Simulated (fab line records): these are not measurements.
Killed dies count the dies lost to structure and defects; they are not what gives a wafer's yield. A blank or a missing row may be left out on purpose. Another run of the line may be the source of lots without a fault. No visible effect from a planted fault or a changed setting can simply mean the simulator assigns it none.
The same fault as seen by 2 desks :: flow gf180mcu :: only its own numbers are on each desk; what lay behind them is given at the end

THE METROLOGY DESK
Lot by lot, what the gauges showed, no matter which tool ran the lot: averages of those sampled wafers that carry a number. Marked OUT: a lot whose mean sits more than 4 standard deviations from the usual mean, which makes it out of limits; the brackets give that distance.
Columns: A = TOP_METAL_ALCU_RS at GF_TOP_METAL_RS_MEAS_05, usual 0.03286 ohm/sq; B = TOP_METAL_ALCU_THK at GF_TOP_METAL_THK_MEAS_06, usual 909 nm; C = cd-nm at GF_TOP_METAL_CD_MEAS_14, usual 440.4 nm; D = TOP_METAL_OVL at GF_TOP_METAL_OVL_MEAS_15, usual 0.1 nm
lot: L417
first seen here: day 27 15:08
A: 0.03302
B: 914
C: 439.4
D: 0.9

lot: L418
first seen here: day 27 21:00
A: 0.03280
B: 911
C: 438.5
D: 0.5

lot: L421
first seen here: day 28 20:38
A: 0.03270
B: 914
C: 437.4
D: -0.5

lot: L422
first seen here: day 29 06:06
A: 0.03290
B: 920
C: 441.8
D: 1.1

lot: L438
first seen here: day 33 11:19
A: 0.03292
B: 896
C: 438.7
D: 2.2

lot: L439
first seen here: day 33 14:37
A: 0.03273
B: 914
C: 438.9
D: 2.3
Finding of this desk: none of the 6 lots has anything out of limits.

AT THE TOOL OWNER'S DESK: rie-metal-02
The tool's own readings at GF_TOP_METAL_METAL_ETCH_16 (etches the open film in Cl2/BCl3, stops on SiO2, target depth 1197 nm, time 199.5 s): means of the sampled wafers that have a number, for each lot that ran on this tool. Marked OUT: a lot whose mean sits more than 4 standard deviations from the usual mean, which makes it out of limits; the brackets give that distance.
Columns: A = chamber-pressure-mTorr at GF_TOP_METAL_METAL_ETCH_16, usual 8.000 mTorr; B = drypump-motor-current-A at GF_TOP_METAL_METAL_ETCH_16, usual 5.4 A; C = mfc-cl2-sccm at GF_TOP_METAL_METAL_ETCH_16, usual 80.02 sccm; D = oes-product-au at GF_TOP_METAL_METAL_ETCH_16, usual 0.992 a.u.; E = throttle-valve-pct at GF_TOP_METAL_METAL_ETCH_16, usual 28.228 %
lot: L418
first seen here: day 28 16:59
A: 7.998
B: 5.5
C: 80.11
D: 0.990
E: 28.236

lot: L421
first seen here: day 29 15:47
A: 7.470 (-68) OUT
B: 5.5
C: 80.07
D: 0.988
E: 28.224

lot: L422
first seen here: day 30 00:55
A: 7.465 (-69) OUT
B: 5.5
C: 80.05
D: 0.987
E: 28.235

lot: L439
first seen here: day 34 06:08
A: 8.000
B: 5.2
C: 80.05
D: 0.988
E: 28.227
This desk finds L421, L422 out of limits, L421 being first, at day 29 15:47 (chamber-pressure-mTorr at GF_TOP_METAL_METAL_ETCH_16). L418, L439 stayed within limits.

TAKEN TOGETHER
On L421, L422, at day 29 15:47, an alarm was possible from the tool owner's desk.
The metrology desk saw nothing out of limits.
The metrology desk has L421, L422 on record, within its limits.
The lots listed all ran GF_TOP_METAL_METAL_ETCH_16 on rie-metal-02.

WHAT THE SIMULATOR PUT IN
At GF_TOP_METAL_METAL_ETCH_16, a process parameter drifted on rie-metal-02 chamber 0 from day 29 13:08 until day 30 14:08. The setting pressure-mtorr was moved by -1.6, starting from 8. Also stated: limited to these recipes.
Shown lots that were struck: L421, L422.
How many hours passed from the start of the fault until each desk's first out-of-limits reading: the tool owner's desk, 3.
